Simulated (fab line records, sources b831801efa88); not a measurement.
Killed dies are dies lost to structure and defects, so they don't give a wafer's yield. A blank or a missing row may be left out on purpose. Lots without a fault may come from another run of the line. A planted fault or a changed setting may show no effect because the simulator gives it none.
fab line records | flow sky130
record lots=6 wafers=18 last_day=50
route steps=708 shown METAL4@625 VIA4@639 METAL5@661 PAD_OPEN@708
lots that met no fault: from a run of the same line without faults
start_h: hours from the record's first day to the start of the lot's first wafer shown | wait_h: hours since the lot's step before | " the same as in the row above | L1.1+2: a row that stands for several wafers | - no value, or no start given | * or withheld: withheld | < > ~ a bound
route shown NAME@n: a module of which the file shows steps, and the number in the route of the first | usual: mean/standard deviation of fault-free wafers | same: alike in all rows | chamber/n: place in a boat | sites: the reading at each site | _std_site: their standard deviation | _edge_site: outer sites' mean less inner sites' | radius_mm: how far each site lies from the wafer's centre | mask NAME#n: copy n | behind: the tool/chamber that last shaped the wafer | hold: why the lot was held/for how many hours/how that ended | device: the transistor (n, p or np) that didn't switch | end of line: the same wafers' tests at the end of the route | a step without rows: its recipe alone | killed: dies lost to structure and defects at the first sort, not the wafer's yield | map: a wafer's dies, x killed, . not, _ none there
set.NAME: the setting as run; set.NAME@STEP: as run at that earlier step | model.NAME: the simulator's own value behind a step, which no gauge read
lots at some steps of the route; a table a step, a row a wafer
services: from which hour (start_h, from the record's first day; less than 0 if before it) a tool's chamber was out of use, for how many hours, and why
## steps
# step SKY_METAL4_SOFTBAKE_09
# recipe temp_c=100 time_s=90 resist=KrF-thick
# step SKY_METAL4_EXPOSE_10
# recipe mask_id=MM4 na=0.68 source_shape=annular sigma_inner=0.4 sigma_outer=0.8 target_cd_nm=300 dose_mj=28
# step SKY_METAL4_PEB_11
# recipe peb_temp_c=withheld peb_time_s=withheld resist=KrF-thick
# step SKY_METAL4_DEVELOP_12
# recipe develop_time_s=60 resist=KrF-thick dev_temp_c=21
# step SKY_METAL4_CD_MEAS_13
# recipe target_cd_nm=300
# usual cd_nm=300.0/1.3
# columns lot.wafer tool chamber start_h wait_h cd_nm
L594.2 cd_sem-02 - 1009.40 - 300.3
L594.3 " - " " 299.1
L594.5 " - " " 300.5
L601.1 cd_sem-01 - 1052.53 - 301.6
L601.5 " - " " 300.8
L601.6 " - " " 299.9
L603.1 cd_sem-02 - 1065.20 - 298.4
L603.5 " - " " 300.6
L603.6 " - " " 299.4
L606.2 cd_sem-02 - 1071.49 - 299.3
L606.3 " - " " 298.1
L606.6 " - " " 298.4
L612.2 cd_sem-02 - 1103.99 - 300.8
L612.4 " - " " 299.7
L612.6 " - " " 299.6
L614.3 cd_sem-02 - 1122.45 - 301.0
L614.5 " - " " 300.1
L614.6 " - " " 301.3
# step SKY_METAL4_OVL_MEAS_14
# usual METAL4_OVL=1/5.3
# columns lot.wafer tool chamber start_h wait_h METAL4_OVL[nm]
L594.2 overlay-01 - 1009.51 0.1 -5
L594.3 " - " " 2
L594.5 " - " " 10
L601.1 overlay-01 - 1052.65 0.1 2
L601.5 " - " " 5
L601.6 " - " " -1
L603.1 overlay-02 - 1065.32 0.1 -4
L603.5 " - " " -1
L603.6 " - " " 0
L606.2 overlay-02 - 1071.60 0.1 -4
L606.3 " - " " 8
L606.6 " - " " 6
L612.2 overlay-01 - 1104.10 0.1 1
L612.4 " - " " 6
L612.6 " - " " -1
L614.3 overlay-01 - 1122.54 0.1 0
L614.5 " - " " -2
L614.6 " - " " 0
# step SKY_METAL4_DESCUM_15
# recipe chemistry=O2 source_power_w=150 bias_power_w=0 pressure_mtorr=10 temp_c=40 time_s=8
# step SKY_METAL4_ETCH_16
# recipe chemistry=N2/H2 target=BARC ion_energy_ev=200 bias_w=100 pressure_mtorr=30 n2_flow_sccm=100 h2_flow_sccm=200 icp_w=500 stop_on=SiO2 time_s=88.2 target_depth_a=600
# step SKY_METAL4_ETCH_17
# recipe target=SiO2 stop_on=TiN chemistry=C4F8/O2/Ar source_w=1500 bias_w=1200 pressure_mtorr=40 c4f8_flow_sccm=withheld O2_flow_sccm=6 Ar_flow_sccm=300 time_s=3.9 target_depth_a=150
# step SKY_METAL4_METAL_ETCH_18
# recipe target_depth_a=8450 stop_on=SiO2 over_etch_frac=0.3 time_s=183.1 chemistry=Cl2/BCl3 resist_sidewall_deg=88 pressure_mtorr=10 icp_w=887.7 bias_w=48.5 Cl2_flow_sccm=60 bcl3_flow_sccm=30
# usual drypump_motor_current_A=5.55/0.18 oes_product_au=0.864/0.0061 rf_fwd_power_W=884.5/2.6 throttle_valve_pct=22.266/0.0094
# columns lot.wafer tool chamber start_h wait_h drypump_motor_current_A oes_product_au rf_fwd_power_W rf_hours_counter_h throttle_valve_pct
L594.2 rie_metal-03 0 1009.82 0.0 5.62 0.868 887.6 21 22.265
L594.3 " 0 " " 5.62 0.856 890.6 - 22.273
L594.5 " 1 " " 5.67 0.859 882.9 - 22.259
L601.1 rie_metal-01 1 1052.84 0.0 5.48 0.863 887.9 13 22.256
L601.5 " 0 " " 5.79 0.865 883.3 - 22.270
L601.6 " 1 " " 5.48 0.869 881.8 - 22.277
L603.1 rie_metal-04 0 1065.64 0.0 5.29 0.861 883.4 20 22.266
L603.5 " 1 " " 5.63 0.861 885.4 - 22.280
L603.6 " 0 " " 5.28 0.877 877.4 - 22.264
L606.2 rie_metal-03 1 1071.84 0.1 5.66 0.862 882.8 - 22.261
L606.3 " 1 " " 5.65 0.862 883.2 - 22.267
L606.6 " 1 " " 5.61 0.861 885.1 - 22.265
L612.2 rie_metal-04 0 1104.47 0.1 5.28 0.872 886.6 - 22.273
L612.4 " 0 " " 5.28 0.862 887.2 - 22.265
L612.6 " 0 " " 5.26 0.873 884.8 - 22.269
L614.3 rie_metal-01 1 1122.77 0.1 5.51 0.860 885.1 - 22.270
L614.5 " 1 " " 5.51 0.856 886.1 - 22.267
L614.6 " 0 " " 5.77 0.848 884.1 - 22.269
# step SKY_METAL4_STRIP_19
# recipe chemistry=O2/N2 power_w=1400 pressure_mtorr=1500 platen_temp_c=withheld o2_flow_sccm=3000 n2_flow_sccm=300 overash_fraction=0.5
# step SKY_METAL4_STRIP_20
# recipe chemistry=post_etch_residue_remover time_s=1200 temp_c=72.5
# step SKY_METAL4_CLEAN_21
# recipe chemistry=IPA time_s=180 temp_c=25
# columns lot.wafer tool chamber start_h wait_h
L594.2+3+5 wet_bench-03 1 1010.44 0.0
L601.1+5+6 wet_bench-02 3 1053.46 0.0
L603.1+5+6 wet_bench-02 3 1066.26 0.0
L606.2+3+6 wet_bench-02 0 1072.58 0.0
L612.2+4+6 wet_bench-03 3 1105.23 0.0
L614.3+5+6 wet_bench-03 1 1123.37 0.0
# step SKY_METAL4_CLEAN_22
# recipe chemistry=O3/DIW dry=n2_spin
# step SKY_VIA4_HDPCVD_00
# recipe material=SiO2 target_thk_nm=1750 sigma_open_frac=0.3 time_s=291.7 temp_c=400 sih4_flow_sccm=60 pressure_mtorr=6
# step SKY_VIA4_THK_MEAS_01
# recipe reads=SiO2_of_VIA4_HDPCVD_00
# usual VIA4_HDPCVD_THK=1745/15
# columns lot.wafer tool chamber start_h wait_h VIA4_HDPCVD_THK[nm]
L594.2 film_metro-02 - 1010.79 0.1 1726
L594.3 " - " " 1757
L594.5 " - " " 1745
L601.1 film_metro-02 - 1053.78 0.1 1754
L601.5 " - " " 1768
L601.6 " - " " 1749
L603.1 film_metro-02 - 1066.69 0.2 1741
L603.5 " - " " 1744
L603.6 " - " " 1736
L606.2 film_metro-02 - 1072.97 0.2 1763
L606.3 " - " " 1753
L606.6 " - " " 1758
L612.2 film_metro-01 - 1105.57 0.1 1743
L612.4 " - " " 1738
L612.6 " - " " 1736
L614.3 film_metro-01 - 1123.72 0.1 1738
L614.5 " - " " 1755
L614.6 " - " " 1768
# step SKY_VIA4_CMP_02
# recipe material=SiO2 down_force_psi=4 platen_rpm=60 pad_velocity_m_s=0.94248
# step SKY_VIA4_BOW_MEAS_03
# recipe mode=bow
# usual VIA4_BOW=80/9.3
# columns lot.wafer tool chamber start_h wait_h VIA4_BOW[um]
L594.2 film_metro-01 - 1011.18 0.1 69
L594.3 " - " " 69
L594.5 " - " " 73
L601.1 film_metro-01 - 1054.14 0.1 80
L601.5 " - " " 81
L601.6 " - " " 76
L603.1 film_metro-02 - 1067.08 0.2 82
L603.5 " - " " 79
L603.6 " - " " 78
L606.2 film_metro-02 - 1073.34 0.2 79
L606.3 " - " " 76
L606.6 " - " " 90
L612.2 film_metro-03 - 1106.02 0.2 90
L612.4 " - " " 77
L612.6 " - " " 78
L614.3 film_metro-01 - 1124.10 0.2 75
L614.5 " - " " 82
L614.6 " - " " 62
# step SKY_VIA4_DEHYDRATE_04
# recipe temp_c=200 time_s=60
# step SKY_VIA4_HMDS_05
# recipe prime_time_s=60 prime_temp_c=120
# step SKY_VIA4_COAT_06
# recipe resist=NOVOLAK spin_rpm=3000 resist_thk_nm=1140
# step SKY_VIA4_SOFTBAKE_07
# recipe temp_c=90 time_s=58.37 resist=NOVOLAK
# step SKY_VIA4_EXPOSE_08
# recipe mask_id=VIM4 na=0.6 source_shape=conventional sigma_outer=0.6 polarization=unpolarized target_cd_nm=800 dose_mj=132
# step SKY_VIA4_PEB_09
# recipe temp_c=withheld time_s=* resist=NOVOLAK
# step SKY_VIA4_DEVELOP_10
# recipe resist=NOVOLAK developer=TMAH develop_time_s=60 dev_temp_c=23
# step SKY_VIA4_OVL_MEAS_11
# usual VIA4_OVL=1.4/1.4
# columns lot.wafer tool chamber start_h wait_h VIA4_OVL[nm]
L594.2 overlay-01 - 1033.37 0.1 1.3
L594.3 " - " " 0.8
L594.5 " - " " 0.5
L601.1 overlay-02 - 1075.21 0.1 3.2
L601.5 " - " " 1.1
L601.6 " - " " 0.6
L603.1 overlay-01 - 1087.71 0.1 1.0
L603.5 " - " " 2.0
L603.6 " - " " 1.9
L606.2 overlay-02 - 1093.92 0.1 0.4
L606.3 " - " " 0.5
L606.6 " - " " 1.5
L612.2 overlay-01 - 1126.24 0.1 1.1
L612.4 " - " " 2.1
L612.6 " - " " 3.7
L614.3 overlay-02 - 1142.89 0.1 -2.1
L614.5 " - " " -2.5
L614.6 " - " " -0.4
# step SKY_VIA4_ETCH_12
# recipe target=SiO2 chemistry=C4F8/O2/Ar stop_on=TiN mask_material=NOVOLAK source_w=1500 bias_w=1200 pressure_mtorr=40 c4f8_flow_sccm=withheld O2_flow_sccm=6 Ar_flow_sccm=300 time_s=withheld target_depth_a=5800
# step SKY_VIA4_STRIP_13
# recipe chemistry=O2/N2 power_w=1400 pressure_mtorr=1500 platen_temp_c=withheld o2_flow_sccm=3000 n2_flow_sccm=300 overash_fraction=0.5
# step SKY_VIA4_STRIP_14
# recipe chemistry=post_etch_residue_remover time_s=1200 temp_c=72.5
# step SKY_VIA4_CLEAN_15
# recipe chemistry=IPA time_s=180 temp_c=25
# step SKY_VIA4_CLEAN_16
# recipe chemistry=O3/DIW dry=n2_spin
# step SKY_VIA4_SPUTTER_17
# recipe material=TiN target_thk_nm=20 chamber_pressure_pa=5 power_w=4000 time_s=80
# step SKY_VIA4_CVD_18
# recipe material=W target_thk_nm=505 time_s=152.14 temp_c=400 pressure_torr=40
# usual heater_power_w=837/64
# columns lot.wafer tool chamber start_h wait_h heater_power_w
L594.2 cvd_w-02 0 1034.16 0.0 941
L594.3 " 0 " " 923
L594.5 " 1 " " 754
L601.1 cvd_w-02 1 1075.97 0.0 763
L601.5 " 1 " " 766
L601.6 " 0 " " 924
L603.1 cvd_w-02 0 1088.47 0.0 946
L603.5 " 0 " " 928
L603.6 " 1 " " 769
L606.2 cvd_w-02 0 1094.67 0.0 937
L606.3 " 1 " " 772
L606.6 " 1 " " 759
L612.2 cvd_w-02 1 1127.03 0.0 794
L612.4 " 1 " " 777
L612.6 " 0 " " 934
L614.3 cvd_w-02 1 1143.73 0.1 779
L614.5 " 0 " " 955
L614.6 " 1 " " 758
# step SKY_VIA4_RS_MEAS_19
# recipe thk_meas_gauge=four-point-probe reads=W_of_VIA4_CVD_18+TiN_of_VIA4_SPUTTER_17
# usual VIA4_W_RS=0.2273/0.0029
# columns lot.wafer tool chamber start_h wait_h VIA4_W_RS[ohm/sq]
L594.2 film_metro-02 - 1034.33 0.1 0.2303
L594.3 " - " " 0.2316
L594.5 " - " " 0.2306
L601.1 film_metro-03 - 1076.12 0.1 0.2288
L601.5 " - " " 0.2274
L601.6 " - " " 0.2270
L603.1 film_metro-02 - 1088.62 0.1 0.2283
L603.5 " - " " 0.2300
L603.6 " - " " 0.2283
L606.2 film_metro-03 - 1094.84 0.1 0.2302
L606.3 " - " " 0.2280
L606.6 " - " " 0.2285
L612.2 film_metro-02 - 1127.20 0.1 0.2281
L612.4 " - " " 0.2251
L612.6 " - " " 0.2260
L614.3 film_metro-02 - 1143.87 0.1 0.2246
L614.5 " - " " 0.2280
L614.6 " - " " 0.2253
# step SKY_VIA4_THK_MEAS_20
# recipe thk_meas_gauge=xrf reads=W_of_VIA4_CVD_18
# usual VIA4_W_THK=491/7.3
# columns lot.wafer tool chamber start_h wait_h VIA4_W_THK[nm]
L594.2 film_metro-02 - 1034.44 0.1 484
L594.3 " - " " 481
L594.5 " - " " 481
L601.1 film_metro-03 - 1076.24 0.1 489
L601.5 " - " " 491
L601.6 " - " " 492
L603.1 film_metro-02 - 1088.74 0.1 484
L603.5 " - " " 483
L603.6 " - " " 487
L606.2 film_metro-03 - 1094.95 0.1 484
L606.3 " - " " 491
L606.6 " - " " 489
L612.2 film_metro-02 - 1127.31 0.1 496
L612.4 " - " " 501
L612.6 " - " " 499
L614.3 film_metro-02 - 1143.97 0.1 499
L614.5 " - " " 494
L614.6 " - " " 500
# step SKY_VIA4_CMP_21
# recipe stop_on=SiO2 t_overpolish_s=25 down_force_psi=3.5 platen_rpm=60 target_thk_nm=0 pad_velocity_m_s=0.94248
# step SKY_METAL5_SPUTTER_00
# recipe material=Ti target_thk_nm=15 power_w=3000 time_s=10 chamber_pressure_pa=0.4
# step SKY_METAL5_SPUTTER_01
# recipe material=TiN target_thk_nm=20 power_w=6500 time_s=16.7 chamber_pressure_pa=0.4
# usual throttle_valve_pct=29.8/1
# columns lot.wafer tool chamber start_h wait_h throttle_valve_pct
L594.2 pvd_sputter-04 - 1034.81 0.0 29.5
L594.3 " - " " 31.2
L594.5 " - " " 31.2
L601.1 pvd_sputter-04 - 1076.65 0.0 30.9
L601.5 " - " " 31.4
L601.6 " - " " 31.4
L603.1 pvd_sputter-03 - 1089.31 0.0 30.8
L603.5 " - " " 30.8
L603.6 " - " " 28.4
L606.2 pvd_sputter-03 - 1095.41 0.0 28.8
L606.3 " - " " 30.5
L606.6 " - " " 30.2
L612.2 pvd_sputter-02 - 1127.68 0.0 29.9
L612.4 " - " " 29.8
L612.6 " - " " 29.7
L614.3 pvd_sputter-02 - 1144.33 0.0 30.5
L614.5 " - " " 30.7
L614.6 " - " " 29.7
# step SKY_METAL5_SPUTTER_02
# recipe material=AlCu target_thk_nm=1150 power_w=10600 time_s=61.2 chamber_pressure_pa=0.4
# usual throttle_valve_pct=29.8/1
# columns lot.wafer tool chamber start_h wait_h throttle_valve_pct
L594.2 pvd_sputter-04 - 1034.84 0.0 29.7
L594.3 " - " " 31.4
L594.5 " - " " 31.2
L601.1 pvd_sputter-04 - 1076.68 0.0 31.1
L601.5 " - " " 31.5
L601.6 " - " " 31.4
L603.1 pvd_sputter-03 - 1089.34 0.0 30.7
L603.5 " - " " 30.5
L603.6 " - " " 28.5
L606.2 pvd_sputter-03 - 1095.44 0.0 28.4
L606.3 " - " " 30.9
L606.6 " - " " 30.2
L612.2 pvd_sputter-02 - 1127.71 0.0 29.7
L612.4 " - " " 29.9
L612.6 " - " " 29.9
L614.3 pvd_sputter-02 - 1144.36 0.0 30.5
L614.5 " - " " 30.5
L614.6 " - " " 29.7
# step SKY_METAL5_SPUTTER_03
# recipe material=Ti target_thk_nm=5 power_w=3000 time_s=3.3 chamber_pressure_pa=0.4
# step SKY_METAL5_SPUTTER_04
# recipe material=TiN target_thk_nm=70 power_w=6500 time_s=58.3 chamber_pressure_pa=0.4
# usual throttle_valve_pct=29.8/1
# columns lot.wafer tool chamber start_h wait_h throttle_valve_pct
L594.2 pvd_sputter-04 - 1034.91 0.0 29.8
L594.3 " - " " 31.0
L594.5 " - " " 31.3
L601.1 pvd_sputter-04 - 1076.75 0.0 31.0
L601.5 " - " " 31.6
L601.6 " - " " 31.2
L603.1 pvd_sputter-03 - 1089.41 0.0 30.6
L603.5 " - " " 30.9
L603.6 " - " " 28.4
L606.2 pvd_sputter-03 - 1095.51 0.0 28.6
L606.3 " - " " 31.0
L606.6 " - " " 29.7
L612.2 pvd_sputter-02 - 1127.78 0.0 30.0
L612.4 " - " " 29.6
L612.6 " - " " 29.8
L614.3 pvd_sputter-02 - 1144.42 0.0 30.3
L614.5 " - " " 30.5
L614.6 " - " " 29.6
# step SKY_METAL5_RS_MEAS_05
# recipe thk_meas_gauge=four-point-probe reads=TiN_of_METAL5_SPUTTER_04+Ti_of_METAL5_SPUTTER_03+AlCu_of_METAL5_SPUTTER_02+TiN_of_METAL5_SPUTTER_01+Ti_of_METAL5_SPUTTER_00
# usual METAL5_ALCU_RS=0.0272/0.00031
# columns lot.wafer tool chamber start_h wait_h METAL5_ALCU_RS[ohm/sq]
L594.2 film_metro-02 - 1034.98 0.0 0.0272
L594.3 " - " " 0.0275
L594.5 " - " " 0.0272
L601.1 film_metro-01 - 1076.80 0.0 0.0269
L601.5 " - " " 0.0270
L601.6 " - " " 0.0267
L603.1 film_metro-02 - 1089.46 0.0 0.0271
L603.5 " - " " 0.0272
L603.6 " - " " 0.0275
L606.2 film_metro-01 - 1095.58 0.0 0.0266
L606.3 " - " " 0.0269
L606.6 " - " " 0.0266
L612.2 film_metro-02 - 1127.85 0.0 0.0273
L612.4 " - " " 0.0272
L612.6 " - " " 0.0273
L614.3 film_metro-02 - 1144.51 0.1 0.0269
L614.5 " - " " 0.0271
L614.6 " - " " 0.0267
# step SKY_PAD_OPEN_PROBE_99
# usual defect_limited_yield=82.2/1.9 killed_at_M0_to_M3=44/6.8 killed_at_M4_up=3.1/1.8 killed_at_contacts=25/5.2 killed_at_front_end=15/4.1 killed_at_other=0.3/0.62 killed_dies=88/9.4 killed_open=48/7.1 killed_short=40/6.1 sort_bin_3_pad_short=0.9/0.38 sort_bin_5_function=10.5/1.5 sort_bin_6_memory=6.5/1.2 sort_bin_8_speed=0.5/0.95 sort_n_pass=402/10 sort_yield_pct=81.6/2
# same gross_dies=492 killed_at_back_side=0 sort_bin_4_leakage[%]=0
# columns lot.wafer tool chamber start_h wait_h defect_limited_yield[%] killed_at_M0_to_M3 killed_at_M4_up killed_at_contacts killed_at_front_end killed_at_other killed_dies killed_open killed_short sort_bin_3_pad_short[%] sort_bin_5_function[%] sort_bin_6_memory[%] sort_bin_8_speed[%] sort_n_pass sort_yield_pct[%] model.etest.tester.sort_n_pass model.etest.tester.sort_yield_pct model.etest.tester.sort_bin_5_pct model.etest.tester.sort_bin_3_pct
L594.2 prober-02 - 1103.23 0.1 82.3 45 3 23 16 0 87 50 37 1.4 9.8 6.5 0.6 402 81.7 402 81.71 9.756 1.423
L594.3 prober-02 - 1103.28 0.2 79.3 37 4 40 20 1 102 50 50 1.2 11.8 7.7 2.6 377 76.6 377 76.63 11.79 1.22
L594.5 prober-02 - 1103.38 0.2 79.7 48 1 33 16 2 100 61 38 1.0 12.0 7.3 1.0 387 78.7 387 78.66 11.99 1.016
L601.1 prober-01 - 1141.11 0.1 72.0 31 66 31 9 1 138 42 33 4.1 16.1 7.9 0.4 352 71.5 352 71.54 16.06 4.065
L601.5 prober-01 - 1141.31 0.2 69.1 46 62 26 18 0 152 49 43 4.7 19.7 6.5 0 340 69.1 340 69.11 19.72 4.675
L601.6 prober-01 - 1141.36 0.2 69.7 36 65 35 13 0 149 51 37 5.1 18.5 6.7 0 343 69.7 343 69.72 18.5 5.081
L603.1 prober-01 - 1153.13 0.1 70.7 34 68 30 12 0 144 41 42 4.1 17.7 7.5 0.2 347 70.5 347 70.53 17.68 4.065
L603.5 prober-01 - 1153.33 0.2 72.8 37 66 15 16 0 134 46 24 4.3 15.0 7.9 0.2 357 72.6 357 72.56 15.04 4.268
L603.6 prober-01 - 1153.38 0.2 70.9 43 64 21 15 0 143 41 44 4.9 17.5 6.7 0.2 348 70.7 348 70.73 17.48 4.878
L606.2 prober-02 - 1158.03 0.1 82.7 44 1 27 10 3 85 43 39 1.2 9.8 6.3 0.4 405 82.3 405 82.32 9.756 1.22
L606.3 prober-02 - 1158.08 0.2 83.1 37 4 27 15 0 83 41 42 0.6 10.4 5.9 0.2 408 82.9 408 82.93 10.37 0.6098
L606.6 prober-02 - 1158.23 0.2 83.9 26 3 24 25 1 79 35 44 0.4 9.6 6.1 0 413 83.9 413 83.94 9.553 0.4065
L612.2 prober-01 - 1185.43 0.1 79.9 57 2 21 19 0 99 45 54 1.0 12.2 6.9 2.6 380 77.2 380 77.24 12.2 1.016
L612.4 prober-01 - 1185.53 0.2 85.2 29 3 28 11 2 73 48 25 0.8 7.1 6.9 0.4 417 84.8 417 84.76 7.114 0.813
L612.6 prober-01 - 1185.63 0.2 82.3 42 3 32 10 0 87 52 35 0.4 11.4 5.9 0.6 402 81.7 402 81.71 11.38 0.4065
L614.3 prober-01 - 1198.74 0.2 83.1 45 2 22 14 0 83 44 39 1.0 10.6 5.3 0 409 83.1 409 83.13 10.57 1.016
L614.5 prober-01 - 1198.84 0.2 83.7 37 2 28 13 0 80 38 41 0.6 8.7 6.9 0.4 410 83.3 410 83.33 8.74 0.6098
L614.6 prober-01 - 1198.89 0.2 81.7 37 3 32 18 0 90 39 50 1.8 10.2 6.3 0.2 401 81.5 401 81.5 10.16 1.829
# killed by level:class
L594.2 VIA1:geometric_particle:open=13 CONTACT:geometric_particle:open=9 LOCAL_INTERCONNECT:geometric_particle:short=6 VIA2:geometric_particle:open=6 METAL1:geometric_particle:short=5 VIA3:geometric_particle:open=5 FIELD_ISO:geometric_particle:open=4 FIELD_ISO:geometric_particle:short=4
L594.3 CONTACT:geometric_particle:open=14 VIA1:geometric_particle:open=9 LI_CONTACT:geometric_particle:short=7 LI_CONTACT:geometric_particle:open=6 LOCAL_INTERCONNECT:geometric_particle:short=6 CONTACT:geometric_particle:short=6 METAL2:geometric_particle:short=6 VIA3:geometric_particle:open=6
L594.5 VIA1:geometric_particle:open=13 CONTACT:geometric_particle:open=12 LI_CONTACT:geometric_particle:open=8 CONTACT:geometric_particle:short=6 METAL1:geometric_particle:short=6 POLY_GATE:geometric_particle:open=5 VIA3:geometric_particle:open=5 FIELD_ISO:geometric_particle:open=4
L601.1 METAL4:unspecified=63 CONTACT:geometric_particle:open=10 LI_CONTACT:geometric_particle:open=7 CONTACT:geometric_particle:short=6 VIA1:geometric_particle:open=6 VIA2:geometric_particle:open=6 LOCAL_INTERCONNECT:geometric_particle:short=4 METAL2:geometric_particle:short=4
L601.5 METAL4:unspecified=60 VIA1:geometric_particle:open=8 LI_CONTACT:geometric_particle:open=8 CONTACT:geometric_particle:open=8 VIA3:geometric_particle:open=7 VIA2:geometric_particle:open=7 FIELD_ISO:geometric_particle:short=6 LOCAL_INTERCONNECT:geometric_particle:short=6
L601.6 METAL4:unspecified=61 LI_CONTACT:geometric_particle:open=10 CONTACT:geometric_particle:open=10 VIA1:geometric_particle:open=10 CONTACT:geometric_particle:short=7 LOCAL_INTERCONNECT:geometric_particle:short=6 VIA3:geometric_particle:open=5 VIA3:geometric_particle:short=4
L603.1 METAL4:unspecified=61 VIA1:geometric_particle:open=9 CONTACT:geometric_particle:short=9 CONTACT:geometric_particle:open=8 LI_CONTACT:geometric_particle:open=6 LOCAL_INTERCONNECT:geometric_particle:short=6 FIELD_ISO:geometric_particle:short=4 POLY_GATE:geometric_particle:short=4
L603.5 METAL4:unspecified=64 VIA3:geometric_particle:open=12 VIA1:geometric_particle:open=8 VIA2:geometric_particle:open=7 LI_CONTACT:geometric_particle:open=6 FIELD_ISO:geometric_particle:open=5 POLY_GATE:geometric_particle:short=5 CONTACT:geometric_particle:open=5
L603.6 METAL4:unspecified=58 CONTACT:geometric_particle:open=8 METAL1:geometric_particle:short=7 METAL2:geometric_particle:short=7 VIA1:geometric_particle:open=6 VIA2:geometric_particle:open=6 LI_CONTACT:geometric_particle:open=5 CONTACT:geometric_particle:short=5
L606.2 LI_CONTACT:geometric_particle:open=8 VIA1:geometric_particle:open=8 METAL1:geometric_particle:short=6 LI_CONTACT:geometric_particle:short=6 VIA1:geometric_particle:short=5 LOCAL_INTERCONNECT:geometric_particle:short=5 CONTACT:geometric_particle:open=5 VIA2:geometric_particle:open=5
L606.3 CONTACT:geometric_particle:short=11 VIA2:geometric_particle:open=10 LI_CONTACT:geometric_particle:open=8 CONTACT:geometric_particle:open=5 VIA3:geometric_particle:open=5 METAL3:geometric_particle:short=5 POLY_GATE:geometric_particle:short=4 METAL1:geometric_particle:short=4
L606.6 FIELD_ISO:geometric_particle:short=8 VIA3:geometric_particle:open=6 POLY_GATE:geometric_particle:short=5 LI_CONTACT:geometric_particle:short=5 LOCAL_INTERCONNECT:geometric_particle:short=5 CONTACT:geometric_particle:open=5 METAL1:geometric_particle:short=5 FIELD_ISO:geometric_particle:open=4
L612.2 VIA2:geometric_particle:open=10 FIELD_ISO:geometric_particle:short=9 CONTACT:geometric_particle:open=8 METAL2:geometric_particle:short=8 VIA1:geometric_particle:open=7 FIELD_ISO:geometric_particle:open=6 VIA1:geometric_particle:short=6 VIA3:geometric_particle:open=6
L612.4 CONTACT:geometric_particle:open=11 LI_CONTACT:geometric_particle:open=10 VIA1:geometric_particle:open=10 VIA3:geometric_particle:open=5 FIELD_ISO:geometric_particle:open=3 LOCAL_INTERCONNECT:geometric_particle:short=3 VIA2:geometric_particle:open=3 FIELD_ISO:geometric_particle:short=2
L612.6 CONTACT:geometric_particle:open=13 LI_CONTACT:geometric_particle:open=8 VIA1:geometric_particle:open=8 VIA3:geometric_particle:open=7 VIA2:geometric_particle:short=6 CONTACT:geometric_particle:short=5 METAL3:geometric_particle:short=5 VIA2:geometric_particle:open=4
L614.3 CONTACT:geometric_particle:open=7 METAL2:geometric_particle:short=7 FIELD_ISO:geometric_particle:open=6 LI_CONTACT:geometric_particle:open=6 METAL1:geometric_particle:short=6 VIA1:geometric_particle:open=6 VIA3:geometric_particle:open=6 VIA2:geometric_particle:open=6
L614.5 CONTACT:geometric_particle:open=9 METAL1:geometric_particle:short=8 LI_CONTACT:geometric_particle:open=7 CONTACT:geometric_particle:short=6 VIA1:geometric_particle:open=6 VIA2:geometric_particle:open=6 VIA3:geometric_particle:open=5 VIA1:geometric_particle:short=5
L614.6 LOCAL_INTERCONNECT:geometric_particle:short=8 CONTACT:geometric_particle:short=8 METAL2:geometric_particle:short=7 CONTACT:geometric_particle:open=7 VIA2:geometric_particle:open=7 FIELD_ISO:geometric_particle:open=5 VIA1:geometric_particle:open=5 VIA3:geometric_particle:open=5
# map L601.5 (x killed, . not)
__________....x..xxx_________
________...x...xxxxxxx_______
______....x.x..xxxxxxxxx_____
_____.....x..x.xxxxxxxxx.____
____.....xx.xxxxxxxxxxxxx.___
___...x.......xxxxxxxxxx.x.__
__.x...x.....x.xxxxxxxx..x.._
_.xxx..x.....x..xxxxx.x...x.x
_x......x..x...........x.....
_.x...x..........x.....x..xx.
_...........x...........x....
_..x...x..xx..x..............
_....x........xx........x.x.x
_.x......x..x...x....x..xx...
_......x....xx..x...x.......x
__........x..x...xxx....x..x_
___................x.xxx.x.__
____xx..x.....x..x..xx....___
_____...x.....x....xx...x____
______x....xx.........x._____
________....x........._______
__________x........._________
# map L603.1 (x killed, . not)
__________......xxxx_________
________......xxxxxxxx_______
______.......xxxxxxxxxxx_____
_____.x..x.....xxxxxxxxxx____
____....x....xxxxxxxxxxxx.___
___xx.x.x.....xxxxxxxxxx...__
__x....x.x...xxxxxxxxxx.x.x._
_.x.x......x...xxxxxxx....x..
_....x............x.x........
_............................
_...xx..x.......x......xx.x..
_...xx.x..x.....x......xx....
_x........x.................x
_x...x..x..x..x.........xx...
_.....x..x..x.x..........x...
__x....x.......x.x........x._
___..x...x...x..x...x.x....__
____..x..x.....x..x.....x.___
_____.x....x.........x...____
______.................._____
________.......x.x...._______
__________...x.x..x._________
## services
# columns tool chamber start_h hours kind
rie_metal-04 1 995.42 - clean
rie_metal-04 1 995.42 16.6 scheduled_down
rie_metal-04 1 995.42 16.6 vent_cycle
pvd_sputter-02 - 1011.14 1.2 repair
wet_bench-03 - 1011.93 5.6 repair
pvd_sputter-03 3 1019.92 - consumable_replace:kit
pvd_sputter-03 3 1019.92 18.0 scheduled_down
pvd_sputter-03 3 1019.92 18.0 vent_cycle
cvd_w-02 - 1027.07 2.8 pm
cvd_w-02 1 1039.32 1.8 repair
rie_metal-03 0 1039.34 3.6 repair
cvd_w-02 - 1053.63 6.9 pm
rie_metal-03 0 1060.37 - clean
rie_metal-03 0 1060.37 15.8 scheduled_down
pvd_sputter-02 2 1083.64 - consumable_replace:kit
pvd_sputter-02 2 1083.64 18.0 scheduled_down
pvd_sputter-02 2 1083.64 18.0 vent_cycle
pvd_sputter-03 2 1095.20 - consumable_replace:kit
pvd_sputter-03 2 1095.20 18.0 scheduled_down
pvd_sputter-03 2 1095.20 18.0 vent_cycle
rie_metal-04 1 1099.79 15.4 repair
rie_metal-04 0 1114.21 1.5 repair
cvd_w-02 - 1134.03 0.7 repair
rie_metal-04 - 1136.51 2.6 repair
## key
first_sign step=SKY_PAD_OPEN_PROBE_99 reading=killed_at_M4_up direction=up sigmas=35 usual=3.1 struck=65.2
effect step=SKY_PAD_OPEN_PROBE_99 reading=sort_bin_3_pad_short direction=up sigmas=9.5 usual=0.9 struck=4.5
model_effect step=SKY_PAD_OPEN_PROBE_99 value=etest.tester.sort_n_pass without=400 struck=347.8
met_at SKY_METAL4_CLEAN_21
struck_wafers L601.1,L601.5,L601.6,L603.1,L603.5,L603.6
fault kind=chamber_particle_source tool=wet_bench-02 chamber=3 onset_h=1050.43 steps=SKY_METAL4_CLEAN_21 rate_per_visit_cm2=1.7318 end_h=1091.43
